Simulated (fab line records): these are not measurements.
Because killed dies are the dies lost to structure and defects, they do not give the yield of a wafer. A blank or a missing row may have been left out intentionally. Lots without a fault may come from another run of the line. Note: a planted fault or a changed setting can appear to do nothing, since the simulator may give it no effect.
fab line records | flow sky130
[record] lots = 11 wafers = 33 lastDay = 50
route steps=708 shown RES_PROTECT@209 POLY_GATE@213 PAD_OPEN@708
lots that met no fault: from a run of the same line without faults
startH: hours from the record's first day to the start of the lot's first wafer shown | waitH: hours elapsed since this lot's preceding step | " same as the row above | L1.1+2: a row that stands for several wafers | - either no value or no given start | * or withheld: withheld | < > ~ a bound
route shown NAME@n: a module of which the file shows steps, and the number in the route of the first | usual: mean/standard deviation of fault-free wafers | same: alike in all rows | chamber/n: place in a boat | sites: the reading at each site | _std_site: standard deviation across them | _edge_site: mean of outer sites minus mean of inner sites | radiusMm: for every site, how far away it sits from the centre of the wafer | mask NAME#n: copy n | behind: the tool/chamber that last shaped the wafer | hold: why the lot went on hold/how many hours it stayed there/how the hold came to an end | device: whichever transistor did not switch (one of n, p or np) | end of line: the same wafers' tests at the end of the route | a step with no rows: only its recipe | killed: the dies lost at the first sort to structure and to defects; this is not the yield of the wafer | map: a wafer's dies, x killed, . not, _ none there
set.NAME: the setting the step ran with; set.NAME@STEP: the setting that earlier step ran with | model.NAME: the simulator's own value behind a step, which no gauge read
steps of the route over a sample of lots; a table a step, a row a wafer
services: a tool's chamber out of use, with start hour (startH, from the record's first day; less than 0 if before it), hours out, and reason
[[steps]]
[step SKY_RES_PROTECT_SOFTBAKE_03]
[recipe] tempC = 90 timeS = 62.21 resist = NOVOLAK
[usual] exhaustPa = 45.4/0.89 plateSensorTCentreC = 90.757/0.0098 plateSensorTEdgeC = 90.829/0.0092
// columns lot.wafer tool chamber startH waitH exhaustPa plateSensorTCentreC plateSensorTEdgeC
L351.3 lithoTrack-01 0 330.22 0.1 44.8 90.751 90.830
L351.5 " 0 " " 45.0 90.766 90.827
L351.6 " 0 " " 45.5 90.772 90.828
L357.3 lithoTrack-01 0 389.02 0.1 43.4 90.770 90.825
L357.4 " 0 " " 45.0 90.748 90.835
L357.6 " 0 " " 45.0 90.763 90.824
L356.2 lithoTrack-03 0 389.43 0.1 44.5 90.770 90.815
L356.3 " 0 " " 45.9 90.765 90.830
L356.4 " 0 " " 44.2 90.735 90.834
L358.2 lithoTrack-01 0 393.04 0.1 44.2 90.763 90.835
L358.4 " 0 " " 45.9 90.764 90.824
L358.5 " 0 " " 46.7 90.768 90.828
L359.4 lithoTrack-02 0 406.15 0.1 45.7 90.744 90.825
L359.5 " 0 " " 46.1 90.766 90.832
L359.6 " 0 " " 44.6 90.761 90.827
L360.4 lithoTrack-02 0 420.65 0.1 43.0 90.763 90.851
L360.5 " 0 " " 45.0 90.755 90.833
L360.6 " 0 " " 46.3 90.763 90.848
L362.3 lithoTrack-01 0 431.27 0.1 45.5 90.756 90.816
L362.4 " 0 " " 46.8 90.760 90.837
L362.5 " 0 " " 45.9 90.754 90.817
L364.2 lithoTrack-01 0 449.34 0.1 45.9 90.747 90.828
L364.3 " 0 " " 45.5 90.752 90.821
L364.5 " 0 " " 46.7 90.762 90.847
L366.1 lithoTrack-02 0 459.78 0.1 45.1 90.750 90.823
L366.4 " 0 " " 43.7 90.752 90.831
L366.5 " 0 " " 46.2 90.765 90.836
L367.2 lithoTrack-03 0 466.48 0.1 47.2 90.764 90.828
L367.5 " 0 " " 45.2 90.745 90.829
L367.6 " 0 " " 46.0 90.756 90.830
L373.1 lithoTrack-01 0 514.77 0.1 44.9 90.763 90.826
L373.3 " 0 " " 46.4 90.754 90.828
L373.4 " 0 " " 45.8 90.747 90.819
[step SKY_POLY_GATE_IMPLANT_02]
[recipe] species = P energyKev = 30 doseCm2 = 7.7e+15 tiltDeg = 0
[usual] beamOnS = 34.4/1.8 doseIonsCm2 = 7.699e+15/8e+12 endStationPressureTorr = 1.11e-05/7.3e-07
// columns lot.wafer tool chamber startH waitH beamOnS doseIonsCm2 endStationPressureTorr
L351.3 implanter-01 0 342.97 0.1 34.5 7.692e+15 1.03e-05
L351.5 " 0 " " 34.6 7.691e+15 1.16e-05
L351.6 " 0 " " 35.7 7.691e+15 1.07e-05
L357.3 implanter-04 0 403.56 0.1 33.0 7.707e+15 1.21e-05
L357.4 " 0 " " 32.2 7.701e+15 1.14e-05
L357.6 " 0 " " 32.6 7.686e+15 1.1e-05
L356.2 implanter-01 0 403.83 0.1 34.8 7.713e+15 1.05e-05
L356.3 " 0 " " 33.9 7.702e+15 1.01e-05
L356.4 " 0 " " 35.4 7.702e+15 9.7e-06
L358.2 implanter-04 0 408.18 0.1 32.4 7.695e+15 1.22e-05
L358.4 " 0 " " 31.7 7.696e+15 1.12e-05
L358.5 " 0 " " 32.3 7.698e+15 1.17e-05
L359.4 implanter-04 0 420.20 0.1 32.2 7.703e+15 1.17e-05
L359.5 " 0 " " 33.1 7.691e+15 1.13e-05
L359.6 " 0 " " 32.7 7.707e+15 1.26e-05
L360.4 implanter-04 0 435.58 0.1 14.3 3.395e+15 1.46e-05
L360.5 " 0 " " 14.8 3.392e+15 1.51e-05
L360.6 " 0 " " 14.7 3.377e+15 1.39e-05
L362.3 implanter-04 0 445.96 0.1 14.2 3.402e+15 1.55e-05
L362.4 " 0 " " 14.5 3.396e+15 1.34e-05
L362.5 " 0 " " 14.3 3.39e+15 1.48e-05
L364.2 implanter-02 0 464.53 0.1 36.9 7.696e+15 1.04e-05
L364.3 " 0 " " 35.7 7.714e+15 1.07e-05
L364.5 " 0 " " 36.9 7.699e+15 1.04e-05
L366.1 implanter-02 0 473.51 0.1 36.5 7.706e+15 1.05e-05
L366.4 " 0 " " 36.7 7.702e+15 1.03e-05
L366.5 " 0 " " 36.2 7.701e+15 1.07e-05
L367.2 implanter-02 0 478.19 0.1 36.8 7.702e+15 1.13e-05
L367.5 " 0 " " 35.7 7.699e+15 9.9e-06
L367.6 " 0 " " 35.8 7.706e+15 1.02e-05
L373.1 implanter-01 0 528.81 0.1 34.6 7.692e+15 1.08e-05
L373.3 " 0 " " 33.7 7.699e+15 1.09e-05
L373.4 " 0 " " 36.4 7.703e+15 1.07e-05
[step SKY_RES_PROTECT_STRIP_07]
[recipe] chemistry = O2/N2 powerW = 1400 pressureMtorr = 1500 platenTempC = withheld o2FlowSccm = 3000 n2FlowSccm = 300 overashFraction = 0.5
[usual] drypumpMotorCurrentA = 5.9/0.4 oesProductAu = 0.518/0.0048 stripTimeToEndpointS = 23.29/0.041
// columns lot.wafer tool chamber startH waitH drypumpMotorCurrentA oesProductAu rfHoursCounterH stripTimeToEndpointS
L351.3 plasmaAsher-03 0 343.10 0.1 5.8 0.521 - 23.28
L351.5 " 1 " " 6.5 0.514 - 23.27
L351.6 " 0 " " 5.8 0.520 - 23.30
L357.3 plasmaAsher-01 1 403.69 0.1 5.5 0.518 - 23.32
L357.4 " 0 " " 6.0 0.522 - 23.27
L357.6 " 1 " " 5.5 0.522 - 23.28
L356.2 plasmaAsher-01 0 403.96 0.1 5.9 0.514 59 23.31
L356.3 " 1 " " 5.5 0.511 - 23.28
L356.4 " 0 " " 6.0 0.512 - 23.27
L358.2 plasmaAsher-01 0 408.31 0.1 5.9 0.517 59 23.25
L358.4 " 0 " " 5.9 0.519 - 23.34
L358.5 " 0 " " 5.9 0.515 - 23.25
L359.4 plasmaAsher-03 1 420.31 0.1 6.5 0.520 - 23.25
L359.5 " 1 " " 6.5 0.514 - 23.26
L359.6 " 0 " " 5.8 0.518 - 23.31
L360.4 plasmaAsher-03 0 435.69 0.1 5.8 0.560 - 19.99
L360.5 " 1 " " 6.5 0.570 - 20.04
L360.6 " 0 " " 5.8 0.558 - 20.00
L362.3 plasmaAsher-03 0 446.09 0.1 5.8 0.564 - 20.03
L362.4 " 1 " " 6.5 0.561 - 19.99
L362.5 " 0 " " 5.8 0.572 - 19.99
L364.2 plasmaAsher-04 0 464.66 0.1 6.2 0.512 1 23.30
L364.3 " 0 " " 6.2 0.516 - 23.29
L364.5 " 1 " " 5.2 0.526 - 23.28
L366.1 plasmaAsher-03 0 473.66 0.1 5.8 0.515 79 23.30
L366.4 " 1 " " 6.5 0.516 - 23.26
L366.5 " 1 " " 6.5 0.513 - 23.27
L367.2 plasmaAsher-03 0 478.32 0.1 5.8 0.524 79 23.34
L367.5 " 0 " " 5.8 0.527 - 23.33
L367.6 " 1 " " 6.5 0.515 - 23.33
L373.1 plasmaAsher-01 1 529.11 0.2 5.5 0.517 70 23.33
L373.3 " 0 " " 6.0 0.517 - 23.29
L373.4 " 1 " " 5.5 0.517 - 23.35
[step SKY_RES_PROTECT_TW_MEAS_08]
[usual] POLY_GATE_TW = 4019/38
// columns lot.wafer tool chamber startH waitH POLY_GATE_TW
L351.3 filmMetro-02 - 343.19 0.1 3992
L351.5 " - " " 3978
L351.6 " - " " 3977
L357.3 filmMetro-01 - 403.78 0.1 3987
L357.4 " - " " 3991
L357.6 " - " " 3999
L356.2 filmMetro-02 - 404.07 0.1 3984
L356.3 " - " " 3971
L356.4 " - " " 3961
L358.2 filmMetro-01 - 408.42 0.1 3978
L358.4 " - " " 4013
L358.5 " - " " 3979
L359.4 filmMetro-02 - 420.41 0.1 3987
L359.5 " - " " 4001
L359.6 " - " " 3986
L360.4 filmMetro-03 - 435.79 0.1 3784
L360.5 " - " " 3789
L360.6 " - " " 3783
L362.3 filmMetro-03 - 446.18 0.1 3794
L362.4 " - " " 3776
L362.5 " - " " 3797
L364.2 filmMetro-02 - 464.77 0.1 3988
L364.3 " - " " 3993
L364.5 " - " " 3986
L366.1 filmMetro-01 - 473.76 0.1 3970
L366.4 " - " " 3963
L366.5 " - " " 3970
L367.2 filmMetro-01 - 478.43 0.1 3973
L367.5 " - " " 3954
L367.6 " - " " 3985
L373.1 filmMetro-03 - 529.21 0.1 4065
L373.3 " - " " 4058
L373.4 " - " " 4056
[step SKY_POLY_GATE_ETCH_16]
[recipe] stopOn = poly-Si chemistry = CH3F/O2 target = Si3N4 sourceW = 400 biasW = 80 pressureMtorr = 25 ch3fFlowSccm = 40 O2_flow_sccm = 30 timeS = 147.5 targetDepthA = 750
[usual] drypumpMotorCurrentA = 5.8/0.47 oesProductAu = 0.642/0.0052 throttleValvePct = 10.535/0.0092
// columns lot.wafer tool chamber startH waitH drypumpMotorCurrentA oesProductAu rfHoursCounterH throttleValvePct
L351.3 rieDiel-01 2 370.97 0.0 5.0 0.636 7 10.531
L351.5 " 0 " " 5.5 0.642 - 10.536
L351.6 " 3 " " 6.2 0.641 - 10.532
L357.3 rieDiel-02 0 438.00 0.0 6.2 0.647 3 10.541
L357.4 " 2 " " 5.7 0.642 14 10.529
L357.6 " 3 " " 6.3 0.637 - 10.521
L356.2 rieDiel-01 2 438.65 0.0 5.0 0.643 8 10.529
L356.3 " 0 " " 5.6 0.651 32 10.527
L356.4 " 1 " " 5.1 0.646 67 10.535
L358.2 rieDiel-02 0 442.00 0.0 6.2 0.648 3 10.526
L358.4 " 1 " " 5.3 0.632 81 10.515
L358.5 " 0 " " 6.2 0.644 - 10.527
L359.4 rieDiel-02 3 482.15 0.0 6.3 0.639 - 10.526
L359.5 " 0 " " 6.2 0.643 - 10.548
L359.6 " 1 " " 5.3 0.641 - 10.536
L360.4 rieDiel-01 3 483.64 0.0 6.2 0.645 13 10.529
L360.5 " 3 " " 6.2 0.639 - 10.537
L360.6 " 2 " " 5.0 0.638 - 10.527
L362.3 rieDiel-01 2 484.89 0.0 5.0 0.645 9 10.530
L362.4 " 3 " " 6.2 0.648 14 10.526
L362.5 " 0 " " 5.6 0.635 - 10.545
L364.2 rieDiel-03 3 493.64 0.0 5.6 0.640 3 10.541
L364.3 " 0 " " 6.6 0.637 4 10.531
L364.5 " 2 " " 6.1 0.640 - 10.526
L366.1 rieDiel-03 2 507.59 0.0 6.1 0.646 15 10.542
L366.4 " 1 " " 5.7 0.648 6 10.552
L366.5 " 2 " " 6.1 0.646 - 10.541
L367.2 rieDiel-03 1 511.91 0.0 5.7 0.649 6 10.541
L367.5 " 3 " " 5.6 0.638 - 10.533
L367.6 " 2 " " 6.1 0.647 - 10.543
L373.1 rieDiel-01 0 560.41 0.0 5.6 0.642 34 10.524
L373.3 " 2 " " 5.0 0.637 11 10.536
L373.4 " 1 " " 5.0 0.639 69 10.550
[step SKY_POLY_GATE_THK_MEAS_21]
[recipe] reads = SiO2_of_POLY_GATE_OXIDATION_20
[usual] POLY_GATE_OXIDATION_THK = 3.98/0.087
// columns lot.wafer tool chamber startH waitH POLY_GATE_OXIDATION_THK[nm]
L351.3 filmMetro-03 - 375.58 0.0 4.04
L351.5 " - " " 4.08
L351.6 " - " " 3.98
L357.3 filmMetro-03 - 439.71 0.0 3.87
L357.4 " - " " 3.91
L357.6 " - " " 3.96
L356.2 filmMetro-03 - 440.95 0.0 4.00
L356.3 " - " " 3.88
L356.4 " - " " 3.91
L358.2 filmMetro-03 - 444.65 0.0 4.13
L358.4 " - " " 4.04
L358.5 " - " " 4.05
L359.4 filmMetro-03 - 484.34 0.0 4.08
L359.5 " - " " 4.13
L359.6 " - " " 4.16
L360.4 filmMetro-04 - 486.76 0.0 3.83
L360.5 " - " " 3.98
L360.6 " - " " 3.91
L362.3 filmMetro-01 - 486.79 0.1 3.97
L362.4 " - " " 4.05
L362.5 " - " " 3.99
L364.2 filmMetro-04 - 495.21 0.0 3.94
L364.3 " - " " 4.02
L364.5 " - " " 4.10
L366.1 filmMetro-01 - 509.15 0.0 4.04
L366.4 " - " " 3.95
L366.5 " - " " 3.97
L367.2 filmMetro-01 - 513.48 0.0 3.92
L367.5 " - " " 3.90
L367.6 " - " " 3.98
L373.1 filmMetro-03 - 561.97 0.0 3.94
L373.3 " - " " 4.02
L373.4 " - " " 3.87
[step SKY_PAD_OPEN_PROBE_99]
[usual] defectLimitedYield = 82.8/1.9 killed_at_M0_to_M3 = 43/7.5 killed_at_M4_up = 2.8/1.8 killedAtContacts = 24/5.3 killedAtFrontEnd = 14/4.2 killedAtOther = 0.3/0.54 killedDies = 84/9.4 killedOpen = 46/7.1 killedShort = 38/6.6 sort_bin_3_pad_short = 0.8/0.42 sort_bin_5_function = 10.1/1.4 sort_bin_6_memory = 6.2/1.1 sortNPass = 408/9.4 sortYieldPct = 82.8/1.9
[same] grossDies = 492 killedAtBackSide = 0 sort_bin_4_leakage[%] = 0 sort_bin_8_speed[%] = 0
// columns lot.wafer tool chamber startH waitH defectLimitedYield[%] killed_at_M0_to_M3 killed_at_M4_up killedAtContacts killedAtFrontEnd killedAtOther killedDies killedOpen killedShort sort_bin_3_pad_short[%] sort_bin_5_function[%] sort_bin_6_memory[%] sortNPass sortYieldPct[%]
L351.3 prober-02 - 1079.71 0.2 81.1 43 3 31 15 1 93 52 41 0.6 13.0 5.3 399 81.1
L351.5 prober-02 - 1079.81 0.2 83.3 37 5 25 13 2 82 50 32 0.6 10.2 5.9 410 83.3
L351.6 prober-02 - 1079.86 0.2 78.9 52 3 33 16 0 104 55 49 1.0 12.0 8.1 388 78.9
L357.3 prober-01 - 1122.06 0.2 81.7 53 2 23 12 0 90 58 32 0.4 9.8 8.1 402 81.7
L357.4 prober-01 - 1122.11 0.2 82.7 58 1 21 5 0 85 37 48 1.0 10.6 5.7 407 82.7
L357.6 prober-01 - 1122.21 0.2 83.3 42 0 22 17 1 82 46 36 0.6 10.2 5.9 410 83.3
L356.2 prober-02 - 1123.51 0.1 83.1 41 2 20 20 0 83 45 37 1.4 8.9 6.5 409 83.1
L356.3 prober-02 - 1123.56 0.2 79.9 41 6 35 17 0 99 65 34 1.0 12.8 6.3 393 79.9
L356.4 prober-02 - 1123.61 0.2 82.7 44 1 26 14 0 85 52 33 1.2 10.2 5.9 407 82.7
L359.4 prober-02 - 1152.48 0.2 81.1 54 1 21 16 1 93 43 48 1.2 11.6 6.1 399 81.1
L359.5 prober-02 - 1152.53 0.2 81.9 40 3 30 15 1 89 47 41 0.6 10.2 7.3 403 81.9
L359.6 prober-02 - 1152.58 0.2 82.5 48 2 21 14 1 86 45 38 0.6 9.6 7.3 406 82.5
L366.1 prober-01 - 1166.03 0.1 84.3 39 4 23 11 0 77 39 37 1.2 8.9 5.5 415 84.3
L366.4 prober-01 - 1166.18 0.2 85.4 45 3 13 11 0 72 39 32 0.2 9.3 5.1 420 85.4
L366.5 prober-01 - 1166.23 0.2 82.1 46 5 23 14 0 88 50 38 1.6 9.3 6.9 404 82.1
L367.2 prober-02 - 1169.03 0.1 81.7 52 1 20 17 0 90 52 38 1.0 11.0 6.3 402 81.7
L367.5 prober-02 - 1169.18 0.2 86.2 32 2 22 12 0 68 29 39 0.6 9.6 3.7 424 86.2
L367.6 prober-02 - 1169.23 0.2 84.6 35 3 24 13 1 76 45 31 0.2 10.4 4.9 416 84.6
// killed by level:class
L351.3 CONTACT:geometricParticle:open=9 METAL2:geometricParticle:short=9 VIA1:geometricParticle:open=9 LI_CONTACT:geometricParticle:open=8 FIELD_ISO:geometricParticle:short=6 LOCAL_INTERCONNECT:geometricParticle:short=6 VIA3:geometricParticle:open=6 CONTACT:geometricParticle:short=5
L351.5 CONTACT:geometricParticle:open=9 LI_CONTACT:geometricParticle:open=8 METAL1:geometricParticle:short=8 VIA3:geometricParticle:open=7 VIA1:geometricParticle:open=7 FIELD_ISO:geometricParticle:open=5 POLY_GATE:geometricParticle:open=4 CONTACT:geometricParticle:short=4
L351.6 VIA1:geometricParticle:open=10 VIA2:geometricParticle:open=10 LI_CONTACT:geometricParticle:open=9 CONTACT:geometricParticle:open=8 LOCAL_INTERCONNECT:geometricParticle:short=7 METAL1:geometricParticle:short=7 POLY_GATE:geometricParticle:open=6 LI_CONTACT:geometricParticle:short=6
L357.3 VIA1:geometricParticle:open=16 LI_CONTACT:geometricParticle:open=8 VIA2:geometricParticle:open=8 POLY_GATE:geometricParticle:open=6 CONTACT:geometricParticle:open=6 CONTACT:geometricParticle:short=5 METAL2:geometricParticle:short=5 METAL3:geometricParticle:short=5
L357.4 METAL1:geometricParticle:short=18 VIA1:geometricParticle:open=15 LI_CONTACT:geometricParticle:short=5 CONTACT:geometricParticle:open=5 VIA3:geometricParticle:open=5 LI_CONTACT:geometricParticle:open=4 CONTACT:geometricParticle:short=4 VIA1:geometricParticle:short=4
L357.6 VIA1:geometricParticle:open=15 CONTACT:geometricParticle:open=9 METAL1:geometricParticle:short=9 LI_CONTACT:geometricParticle:open=7 POLY_GATE:geometricParticle:open=4 FIELD_ISO:geometricParticle:short=4 POLY_GATE:geometricParticle:short=4 FIELD_ISO:geometricParticle:open=3
L356.2 VIA1:geometricParticle:open=12 CONTACT:geometricParticle:open=9 FIELD_ISO:geometricParticle:short=6 VIA1:geometricParticle:short=6 VIA2:geometricParticle:open=5 VIA3:geometricParticle:open=5 POLY_GATE:geometricParticle:short=4 LOCAL_INTERCONNECT:geometricParticle:short=4
L356.3 VIA1:geometricParticle:open=17 CONTACT:geometricParticle:open=17 FIELD_ISO:geometricParticle:open=7 VIA3:geometricParticle:open=7 LI_CONTACT:geometricParticle:open=6 LI_CONTACT:geometricParticle:short=5 VIA2:geometricParticle:open=4 POLY_GATE:geometricParticle:short=4
L356.4 CONTACT:geometricParticle:open=13 VIA1:geometricParticle:open=10 METAL2:geometricParticle:short=7 VIA2:geometricParticle:open=6 LI_CONTACT:geometricParticle:open=5 VIA3:geometricParticle:open=4 POLY_GATE:geometricParticle:short=4 LOCAL_INTERCONNECT:geometricParticle:short=4
L359.4 VIA1:geometricParticle:open=11 VIA2:geometricParticle:open=8 VIA3:geometricParticle:open=8 CONTACT:geometricParticle:open=7 POLY_GATE:geometricParticle:short=6 LOCAL_INTERCONNECT:geometricParticle:short=6 VIA1:geometricParticle:short=6 METAL1:geometricParticle:short=6
L359.5 LI_CONTACT:geometricParticle:open=9 CONTACT:geometricParticle:open=8 CONTACT:geometricParticle:short=7 VIA1:geometricParticle:open=7 METAL2:geometricParticle:short=7 METAL1:geometricParticle:short=5 VIA2:geometricParticle:open=5 FIELD_ISO:geometricParticle:short=4
L359.6 CONTACT:geometricParticle:open=9 METAL1:geometricParticle:short=9 VIA1:geometricParticle:open=9 VIA2:geometricParticle:open=8 METAL2:geometricParticle:short=5 VIA3:geometricParticle:open=5 FIELD_ISO:geometricParticle:short=4 VIA3:geometricParticle:short=4
L366.1 VIA1:geometricParticle:open=8 CONTACT:geometricParticle:open=8 VIA3:geometricParticle:open=8 LI_CONTACT:geometricParticle:short=5 VIA1:geometricParticle:short=5 POLY_GATE:geometricParticle:short=4 CONTACT:geometricParticle:short=4 METAL1:geometricParticle:short=4
L366.4 VIA3:geometricParticle:open=8 VIA2:geometricParticle:open=6 FIELD_ISO:geometricParticle:open=5 VIA1:geometricParticle:open=5 METAL3:geometricParticle:short=5 CONTACT:geometricParticle:open=4 VIA1:geometricParticle:short=4 METAL2:geometricParticle:short=4
L366.5 LI_CONTACT:geometricParticle:open=9 CONTACT:geometricParticle:open=7 VIA2:geometricParticle:open=7 VIA1:geometricParticle:open=7 VIA1:geometricParticle:short=7 FIELD_ISO:geometricParticle:open=6 VIA3:geometricParticle:open=6 METAL2:geometricParticle:short=6
L367.2 VIA1:geometricParticle:open=13 METAL1:geometricParticle:short=9 CONTACT:geometricParticle:open=8 FIELD_ISO:geometricParticle:open=7 FIELD_ISO:geometricParticle:short=5 LI_CONTACT:geometricParticle:open=5 VIA2:geometricParticle:open=5 VIA3:geometricParticle:short=5
L367.5 CONTACT:geometricParticle:open=8 VIA3:geometricParticle:short=7 CONTACT:geometricParticle:short=6 VIA1:geometricParticle:short=5 METAL1:geometricParticle:short=4 METAL2:geometricParticle:short=4 LI_CONTACT:geometricParticle:short=3 LI_CONTACT:geometricParticle:open=3
L367.6 VIA3:geometricParticle:open=10 LI_CONTACT:geometricParticle:open=8 CONTACT:geometricParticle:open=7 VIA2:geometricParticle:open=7 METAL1:geometricParticle:short=5 VIA1:geometricParticle:open=5 CONTACT:geometricParticle:short=4 FIELD_ISO:geometricParticle:short=3
[[services]]
// columns tool chamber startH hours kind
rieDiel-01 2 314.35 29.0 repair
rieDiel-01 0 316.22 9.7 repair
implanter-02 - 319.79 3.7 repair
implanter-04 - 320.31 3.1 repair
implanter-01 - 322.19 2.2 repair
implanter-02 - 328.12 4.6 pm
rieDiel-03 - 328.43 4.0 pm
plasmaAsher-01 - 332.88 0.4 repair
implanter-02 - 335.23 8.3 repair
plasmaAsher-01 - 336.74 2.2 repair
plasmaAsher-03 - 346.03 15.6 pm
implanter-02 - 374.20 1.3 repair
rieDiel-02 1 400.01 8.4 repair
implanter-02 - 417.73 8.0 repair
implanter-02 - 419.14 1.4 repair
rieDiel-03 0 423.26 9.1 repair
plasmaAsher-01 - 430.03 14.6 pm
implanter-04 - 431.12 4.2 pm
plasmaAsher-03 - 447.73 7.3 repair
rieDiel-01 1 460.50 6.2 repair
rieDiel-01 2 474.82 1.8 repair
implanter-04 - 518.85 3.8 pm
plasmaAsher-03 - 533.54 4.5 repair
plasmaAsher-01 - 545.24 8.8 repair
[[key]]
[firstSign] step = SKY_POLY_GATE_IMPLANT_02 reading = doseIonsCm2 direction = down sigmas = 99+ usual = * struck = *
[effect] step = SKY_POLY_GATE_IMPLANT_02 reading = beamOnS direction = down sigmas = 11 usual = 34.4 struck = 14.5
[effect] step = SKY_RES_PROTECT_STRIP_07 reading = stripTimeToEndpointS direction = down sigmas = 80 usual = * struck = *
[effect] step = SKY_RES_PROTECT_TW_MEAS_08 reading = POLY_GATE_TW direction = down sigmas = 6.1 usual = 4019 struck = 3787
metAt SKY_POLY_GATE_IMPLANT_02
struckLots L360,L362
rowsEnd L360.4,L360.5,L360.6,L362.3,L362.4,L362.5
notActingAt SKY_RES_PROTECT_SOFTBAKE_03,SKY_POLY_GATE_ETCH_16,SKY_POLY_GATE_THK_MEAS_21
onsetBetween 420.20 435.58
[fault] kind = processParameterDrift tool = implanter-04 chamber = - onsetH = 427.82 steps = SKY_POLY_GATE_IMPLANT_02 channel = doseCm2 offset = * shape = step endH = 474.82 actsIn = * stated = *
// rowsEnd: these wafers met a further fault down the route, and their rows from its step on are left out
